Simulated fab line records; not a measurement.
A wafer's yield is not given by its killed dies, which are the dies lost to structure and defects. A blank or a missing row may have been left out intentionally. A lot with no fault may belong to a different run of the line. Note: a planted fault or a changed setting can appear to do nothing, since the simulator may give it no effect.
fab line records	flow gf180mcu
[record] lots = 12	wafers = 36	last-day = 34
route steps=602 shown STI@24 DUAL_GATE@152 POLY_GATE@158 HV_LDD@198
lots untouched by any fault: they come from a run of this same line in which no faults occurred
start-h: hours from the record's first day to the start of the lot's first wafer shown	wait-h: hours since the lot's step before	" identical to the entry in the row above	L1.1+2: several wafers, shown together as one row	- no value, or no start given	* or withheld: withheld	< > ~ a bound
route shown NAME@n: NAME is a module with steps in the file, n the number in the route of the first one	usual: mean and standard deviation over wafers with no fault	same: alike in all rows	chamber/n: place in a boat	sites: the reading at each site	_std_site: standard deviation of those values	_edge_site: inner sites' mean taken away from outer sites' mean	radius-mm: for every site, how far away it sits from the centre of the wafer	mask NAME#n: copy n	behind: tool/chamber where the wafer was last shaped	hold: cause of the lot's hold/its duration in hours/its outcome	device: which transistor (n, p or np) failed to switch	end of line: the route-end tests of the same wafers	a step with no rows: only its recipe	killed: at the first sort, the dies lost to defects and structure; wafer yield is something else	map: dies across one wafer; x = killed, . = not, _ = none there
set.NAME: the setting that was run; set.NAME@STEP: the one run at that earlier step	model.NAME: the simulator's own value behind a step, which no gauge read
steps of the route over a sample of lots; a table a step, a row a wafer
services: when a tool's chamber went out of use (start-h, in hours from the record's first day, below 0 if earlier), for how many hours, and the reason
[[steps]]
[step GF_STI_CVD_23]
[recipe] material = SiO2	target-thk-nm = 650	sigma-open-frac = 0.3	time-s = 108.3	temp-c = 600	sih4-flow-sccm = 60	pressure-mtorr = 6
lot.wafer	tool	chamber	start-h	wait-h
L422.2+4+6	hdpcvd-01	2,1,2	27.23	0.0
L423.3+4+6	hdpcvd-02	1,0,1	32.77	0.0
L424.1+3+5	hdpcvd-02	2,1,0	40.70	0.1
L425.4+5+6	hdpcvd-02	2,1,0	42.98	0.1
L426.2+5+6	hdpcvd-01	2,0,2	48.28	0.0
L430.3+5+6	hdpcvd-02	2,1,0	68.51	0.0
L431.2+5+6	hdpcvd-02	0,0,1	74.48	0.0
L436.2+3+5	hdpcvd-01	0,1,0	99.68	0.0
L441.1+4+5	hdpcvd-01	0,1,0	126.60	0.1
L442.1+4+6	hdpcvd-01	0,1,0	131.93	0.1
L443.2+4+6	hdpcvd-01	2,0,1	135.92	0.0
L445.2+3+6	hdpcvd-02	1,2,1	149.55	0.0
[step GF_STI_THK_MEAS_24]
[recipe] reads = SiO2_of_STI_CVD_23
[usual] STI_CVD_23_THK = 648/5.7
lot.wafer	tool	chamber	start-h	wait-h	STI_CVD_23_THK[nm]
L422.2	film-metro-01	-	27.32	0.0	647
L422.4	"	-	"	"	652
L422.6	"	-	"	"	644
L423.3	film-metro-03	-	32.87	0.1	643
L423.4	"	-	"	"	648
L423.6	"	-	"	"	651
L424.1	film-metro-01	-	40.78	0.0	642
L424.3	"	-	"	"	634
L424.5	"	-	"	"	642
L425.4	film-metro-01	-	43.05	0.0	650
L425.5	"	-	"	"	647
L425.6	"	-	"	"	655
L426.2	film-metro-03	-	48.36	0.0	642
L426.5	"	-	"	"	650
L426.6	"	-	"	"	643
L430.3	film-metro-03	-	68.61	0.1	649
L430.5	"	-	"	"	648
L430.6	"	-	"	"	589
L431.2	film-metro-01	-	74.57	0.0	591
L431.5	"	-	"	"	598
L431.6	"	-	"	"	645
L436.2	film-metro-02	-	99.77	0.0	647
L436.3	"	-	"	"	647
L436.5	"	-	"	"	652
L441.1	film-metro-02	-	126.68	0.0	654
L441.4	"	-	"	"	647
L441.5	"	-	"	"	653
L442.1	film-metro-02	-	132.00	0.0	651
L442.4	"	-	"	"	645
L442.6	"	-	"	"	644
L443.2	film-metro-03	-	136.00	0.0	644
L443.4	"	-	"	"	655
L443.6	"	-	"	"	638
L445.2	film-metro-01	-	149.64	0.0	656
L445.3	"	-	"	"	652
L445.6	"	-	"	"	655
[step GF_STI_CMP_25]
[recipe] stop-on = Si3N4	t-overpolish-s = 33	down-force-psi = 4	platen-rpm = 60	target-thk-nm = 524.6	pad-velocity-m-s = 0.94248
[usual] edge-zone-pressure-frac = 1.000/0.0048	motor-current-A = 12.4/0.96	time-to-endpoint-s = 126/4.3
lot.wafer	tool	chamber	start-h	wait-h	edge-zone-pressure-frac	motor-current-A	time-to-endpoint-s
L422.2	cmp-02	0	27.42	0.1	0.988	13.3	122
L422.4	"	2	"	"	1.006	12.4	122
L422.6	"	0	"	"	0.996	14.6	122
L423.4	cmp-01	1	32.91	0.0	0.998	12.2	128
L423.3	"	0	"	"	1.001	11.7	127
L423.6	"	1	"	"	1.003	12.0	128
L424.3	cmp-01	2	40.84	0.0	0.993	12.7	125
L424.1	"	0	"	"	0.997	11.7	128
L424.5	"	2	"	"	0.985	12.8	125
L425.4	cmp-01	1	43.08	0.0	1.003	11.7	126
L425.5	"	1	"	"	1.001	12.1	128
L425.6	"	2	"	"	0.998	12.1	130
L426.2	cmp-02	2	48.51	0.1	0.996	12.3	119
L426.6	"	0	"	"	0.997	14.2	121
L426.5	"	1	"	"	1.002	10.5	122
L430.3	cmp-01	2	68.72	0.1	0.996	12.1	126
L430.6	"	1	"	"	1.002	12.1	113
L430.5	"	2	"	"	1.005	12.1	124
L431.2	cmp-02	2	74.67	0.1	0.997	13.0	115
L431.6	"	1	"	"	1.003	10.2	126
L431.5	"	2	"	"	1.011	12.8	116
L436.3	cmp-01	1	99.87	0.1	0.994	12.0	124
L436.2	"	2	"	"	1.008	11.9	121
L436.5	"	0	"	"	1.001	11.9	124
L441.4	cmp-02	2	126.74	0.0	1.004	12.4	125
L441.1	"	0	"	"	1.007	13.6	131
L441.5	"	2	"	"	1.005	12.0	131
L442.1	cmp-01	1	132.11	0.1	1.003	12.6	129
L442.4	"	3	"	"	1.002	13.3	124
L442.6	"	0	"	"	1.001	11.4	127
L443.2	cmp-01	2	136.29	0.3	1.009	11.7	132
L443.4	"	3	"	"	1.006	13.7	138
L443.6	"	1	"	"	1.003	12.3	127
L445.3	cmp-02	3	149.78	0.1	1.001	12.4	134
L445.2	"	1	"	"	1.005	10.5	130
L445.6	"	3	"	"	0.995	12.4	134
[step GF_DUAL_GATE_OVL_MEAS_11]
[usual] DUAL_GATE_OVL = 0.7/1.6
lot.wafer	tool	chamber	start-h	wait-h	DUAL_GATE_OVL[nm]
L422.2	overlay-02	-	175.46	0.1	1.4
L422.4	"	-	"	"	0.7
L422.6	"	-	"	"	1.4
L423.3	overlay-01	-	183.28	0.1	1.8
L423.4	"	-	"	"	-1.0
L423.6	"	-	"	"	1.6
L424.1	overlay-01	-	194.87	0.1	1.9
L424.3	"	-	"	"	2.8
L424.5	"	-	"	"	1.5
L425.4	overlay-02	-	200.35	0.1	-1.6
L425.5	"	-	"	"	-1.3
L425.6	"	-	"	"	-1.1
L426.2	overlay-02	-	205.02	0.1	-0.6
L426.5	"	-	"	"	0.0
L426.6	"	-	"	"	-0.3
L430.3	overlay-02	-	230.97	0.1	1.8
L430.5	"	-	"	"	1.5
L430.6	"	-	"	"	1.6
L431.2	overlay-02	-	242.27	0.1	2.5
L431.5	"	-	"	"	-0.2
L431.6	"	-	"	"	0.8
L436.2	overlay-02	-	276.07	0.1	2.6
L436.3	"	-	"	"	2.4
L436.5	"	-	"	"	3.1
L441.1	overlay-01	-	315.20	0.1	3.2
L441.4	"	-	"	"	2.1
L441.5	"	-	"	"	4.0
L442.1	overlay-01	-	319.52	0.1	1.5
L442.4	"	-	"	"	2.1
L442.6	"	-	"	"	0.7
L443.2	overlay-02	-	324.06	0.1	0.4
L443.4	"	-	"	"	0.4
L443.6	"	-	"	"	0.0
L445.2	overlay-02	-	345.71	0.1	2.2
L445.3	"	-	"	"	2.7
L445.6	"	-	"	"	2.7
[step GF_POLY_GATE_THK_MEAS_01]
[recipe] reads = poly-Si_of_POLY_GATE_CVD_00
[usual] POLY_GATE_CVD_00_THK = 200.2/2.1
lot.wafer	tool	chamber	start-h	wait-h	POLY_GATE_CVD_00_THK[nm]
L422.2	film-metro-03	-	179.51	0.0	200.4
L422.4	"	-	"	"	198.5
L422.6	"	-	"	"	197.9
L423.3	film-metro-01	-	186.45	0.0	199.1
L423.4	"	-	"	"	198.6
L423.6	"	-	"	"	199.0
L424.1	film-metro-03	-	200.37	0.0	199.0
L424.3	"	-	"	"	200.3
L424.5	"	-	"	"	200.1
L425.4	film-metro-03	-	203.52	0.0	196.9
L425.5	"	-	"	"	197.0
L425.6	"	-	"	"	195.8
L426.2	film-metro-01	-	209.23	0.0	202.5
L426.5	"	-	"	"	203.7
L426.6	"	-	"	"	204.3
L430.3	film-metro-04	-	234.28	0.0	197.3
L430.5	"	-	"	"	197.8
L430.6	"	-	"	"	196.3
L431.2	film-metro-03	-	245.44	0.0	200.8
L431.5	"	-	"	"	201.2
L431.6	"	-	"	"	199.3
L436.2	film-metro-03	-	279.60	0.0	201.2
L436.3	"	-	"	"	200.0
L436.5	"	-	"	"	203.2
L441.1	film-metro-03	-	318.36	0.0	199.8
L441.4	"	-	"	"	199.5
L441.5	"	-	"	"	198.4
L442.1	film-metro-01	-	323.09	0.0	199.6
L442.4	"	-	"	"	198.4
L442.6	"	-	"	"	199.1
L443.2	film-metro-04	-	327.89	0.0	202.8
L443.4	"	-	"	"	202.6
L443.6	"	-	"	"	202.1
L445.2	film-metro-01	-	350.91	0.0	197.7
L445.3	"	-	"	"	197.4
L445.6	"	-	"	"	197.1
[step GF_HV_LDD_STRIP_22]
[recipe] chemistry = O2/N2	power-w = 1400	pressure-mtorr = 1500	platen-temp-c = 250	o2-flow-sccm = 3000	n2-flow-sccm = 300	overash-fraction = 0.5
[usual] chamber-pressure-mTorr = 1499.9/1.4	drypump-motor-current-A = 5.7/0.42	heater-power-w = 346/51	oes-product-au = 0.715/0.0045	strip-time-to-endpoint-s = 12.65/0.038
lot.wafer	tool	chamber	start-h	wait-h	chamber-pressure-mTorr	drypump-motor-current-A	heater-power-w	oes-product-au	rf-hours-counter-h	strip-time-to-endpoint-s
L422.2	plasma-asher-01	0	235.66	0.1	1500.6	5.7	351	0.718	58	12.63
L422.4	"	0	"	"	1499.6	5.7	338	0.717	-	12.63
L422.6	"	1	"	"	1499.2	5.3	328	0.719	-	12.62
L423.3	plasma-asher-03	0	242.84	0.1	1500.6	5.6	318	0.714	-	12.63
L423.4	"	1	"	"	1501.9	6.3	324	0.718	-	12.63
L423.6	"	0	"	"	1499.8	5.6	314	0.717	-	12.63
L424.1	plasma-asher-01	1	257.27	0.1	1498.5	5.2	336	0.715	61	12.66
L424.3	"	0	"	"	1502.0	5.7	348	0.714	-	12.62
L424.5	"	0	"	"	1501.0	5.7	352	0.716	-	12.59
L425.4	plasma-asher-01	0	259.59	0.1	1498.4	5.7	344	0.710	-	12.63
L425.5	"	1	"	"	1499.0	5.3	340	0.716	-	12.63
L425.6	"	0	"	"	1497.4	5.6	345	0.713	-	12.60
L426.2	plasma-asher-03	0	268.93	0.1	1500.2	5.6	317	0.708	51	12.65
L426.5	"	1	"	"	1502.3	6.3	324	0.717	-	12.65
L426.6	"	0	"	"	1498.2	5.6	319	0.715	-	12.69
L430.3	plasma-asher-03	0	294.02	0.1	1499.1	5.7	315	0.705	-	12.62
L430.5	"	0	"	"	1498.3	5.7	307	0.716	-	12.61
L430.6	"	1	"	"	1500.1	6.3	325	0.716	-	12.60
L431.2	plasma-asher-04	0	306.28	0.1	1502.3	5.6	303	0.716	66	12.69
L431.5	"	1	"	"	1499.2	5.1	459	0.712	-	12.66
L431.6	"	0	"	"	1498.4	5.6	313	0.717	-	12.65
L436.2	plasma-asher-04	1	343.72	0.1	1499.1	5.1	467	0.713	70	12.72
L436.3	"	1	"	"	1499.6	5.1	459	0.713	-	12.70
L436.5	"	1	"	"	1498.9	5.1	444	0.699	-	12.67
L441.1	plasma-asher-04	1	390.66	0.1	1498.6	5.1	460	0.718	75	12.61
L441.4	"	1	"	"	1499.5	5.1	453	0.711	-	12.62
L441.5	"	1	"	"	1501.7	5.1	457	0.713	-	12.59
L442.1	plasma-asher-03	0	393.16	0.1	1501.7	5.7	322	0.718	64	12.68
L442.4	"	0	"	"	1500.5	5.6	318	0.715	-	12.68
L442.6	"	1	"	"	1500.0	6.3	328	0.708	-	12.72
L443.2	plasma-asher-03	1	398.62	0.1	1500.6	6.3	336	0.709	65	12.62
L443.4	"	0	"	"	1501.8	5.6	323	0.714	-	12.63
L443.6	"	0	"	"	1499.5	5.6	314	0.712	-	12.56
L445.2	plasma-asher-03	1	422.01	0.1	1500.5	6.3	329	0.708	67	12.62
L445.3	"	1	"	"	1500.9	6.3	334	0.716	-	12.62
L445.6	"	1	"	"	1500.7	6.3	323	0.710	-	12.56
[[services]]
tool	chamber	start-h	hours	kind
cmp-02	-	15.61	1.5	repair
cmp-02	-	26.08	0.6	repair
cmp-02	-	66.16	4.0	pm
cmp-02	-	94.05	3.0	repair
cmp-01	-	114.61	0.2	repair
cmp-01	-	118.01	3.9	pm
hdpcvd-02	0	151.98	26.2	repair
hdpcvd-01	-	179.19	1.0	repair
cmp-01	-	201.47	0.9	repair
cmp-02	-	210.23	6.3	pm
cmp-01	-	232.00	4.0	pm
plasma-asher-03	-	259.53	2.5	repair
hdpcvd-01	-	264.62	1.6	repair
cmp-01	-	272.50	4.5	repair
hdpcvd-01	-	281.21	2.8	pm
cmp-01	-	288.45	10.1	pm
cmp-01	-	321.78	2.7	repair
cmp-02	-	323.42	3.0	repair
cmp-01	-	338.11	7.4	pm
hdpcvd-01	-	347.44	6.0	pm
hdpcvd-01	0	354.59	10.2	repair
cmp-01	-	375.28	1.4	repair
hdpcvd-02	1	376.67	3.1	repair
hdpcvd-01	-	407.76	1.7	repair
[[key]]
[first-sign] step = GF_STI_THK_MEAS_24	reading = STI_CVD_23_THK	direction = down	sigmas = 9.7	usual = 648	struck = 593
[effect] step = GF_STI_CMP_25	reading = time-to-endpoint-s	direction = down	sigmas = 2.7	usual = *	struck = *
met-at GF_STI_CVD_23
struck-lots L430,L431
struck-wafers L430.6,L431.2,L431.5
tester-left-out L430,L431
not-acting-at GF_DUAL_GATE_OVL_MEAS_11,GF_POLY_GATE_THK_MEAS_01,GF_HV_LDD_STRIP_22
onset-between 42.98 68.51
[fault] kind = process-parameter-drift	tool = hdpcvd-02	chamber = 0	onset-h = 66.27	steps = GF_STI_CVD_23	channel = target-thk-nm	offset = -57.94	shape = step	end-h = 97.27	acts-in = these-recipes-only	stated = 650
// tester-left-out: of these lots the tester's yield and bins aren't shown, on N5 and GAA mostly nor the transistor test; their killed dies are dies lost to structure and defects alone, not to doping, threshold or leakage, so they don't give the yield
